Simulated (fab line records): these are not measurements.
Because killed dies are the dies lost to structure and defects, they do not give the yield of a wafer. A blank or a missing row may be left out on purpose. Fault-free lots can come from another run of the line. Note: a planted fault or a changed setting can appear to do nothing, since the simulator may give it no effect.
Struck lot and sound lot, side by side	flow sky130	14 out of 708 route steps
Sound: wafers L444.2, L444.4, L444.6. The struck wafers were L456.1, L456.3, L456.4. The cause is given at the end.
At each step with rows: each side's tool, then ch and its chambers, then its first start. Under that, the readings that differ: sound wafers	struck wafers	difference of the means	sigmas: that difference in standard deviations of wafers without a fault.
alike: words and numbers the same on both sides, and readings whose means are apart by under 2 such deviations; not compared: readings that were withheld, readings missing a value for some wafer, numbers with overlapping values and no deviation given by the record, and bounds like >300 which may hide the same value.
Wherever a step has rows on one side only, a row that says differs or no value, or a row with sigmas, the two part there. When numbers do not overlap yet have no deviation, they are printed without sigmas and do not part them. Lack of a reading on every wafer of one side parts them only where that side has two or more wafers.

first, 3 steps without rows for these wafers: SKY_SD_P_EXPOSE_04 (exposes mask PSDM, target cd 380 nm); SKY_SD_P_PEB_05; SKY_SD_P_DEVELOP_06 (develop time 60 s).
SKY_SD_P_CD_MEAS_07: the cd target is 380 nm.
  sound: cd_sem-02 at day 25 16:17; struck: cd_sem-01 at day 29 15:22
  alike: cd_nm
SKY_SD_P_OVL_MEAS_08:
  sound: overlay-02 at day 25 16:24; struck: overlay-01 at day 29 15:29
  alike: SD_P_OVL
then, 1 step without rows for these wafers: SKY_SD_P_IMPLANT_09.
SKY_SD_P_STRIP_10: strips in O2/N2.
  sound on plasma_asher-03 ch 0,1, day 25 16:35; struck on plasma_asher-01 ch 0,1, day 29 15:41
  alike: drypump_motor_current_A, oes_product_au, strip_time_to_endpoint_s
  not compared: rf_hours_counter_h
SKY_SD_P_TW_MEAS_11:
  sound: film_metro-01 at day 25 16:41; struck: film_metro-04 at day 29 15:47
  alike: SD_P_TW
then, 4 steps without rows for these wafers: SKY_RES_XHIGH_DEHYDRATE_00 (time 60 s); SKY_RES_XHIGH_HMDS_01 (prime time 60 s); SKY_RES_XHIGH_COAT_02 (resist thk 1140 nm); SKY_RES_XHIGH_SOFTBAKE_03 (time 60 s).
SKY_RES_XHIGH_EXPOSE_04: exposes mask URPM, target cd 1270 nm.
  sound on iline_stepper-02 ch 0, day 26 06:24; struck on iline_stepper-02 ch 0, day 30 06:15
reading	sound	struck	difference	sigmas
mask	URPM#0 URPM#0 URPM#0	URPM_R1#0 URPM_R1#0 URPM_R1#0	differs	
  alike: exposure_dose_mJ_cm2
then, 1 step without rows for these wafers: SKY_RES_XHIGH_PEB_05.

WHERE THEY PART
Only at SKY_RES_XHIGH_EXPOSE_04, within this record.

WHY: whatever the simulator had introduced
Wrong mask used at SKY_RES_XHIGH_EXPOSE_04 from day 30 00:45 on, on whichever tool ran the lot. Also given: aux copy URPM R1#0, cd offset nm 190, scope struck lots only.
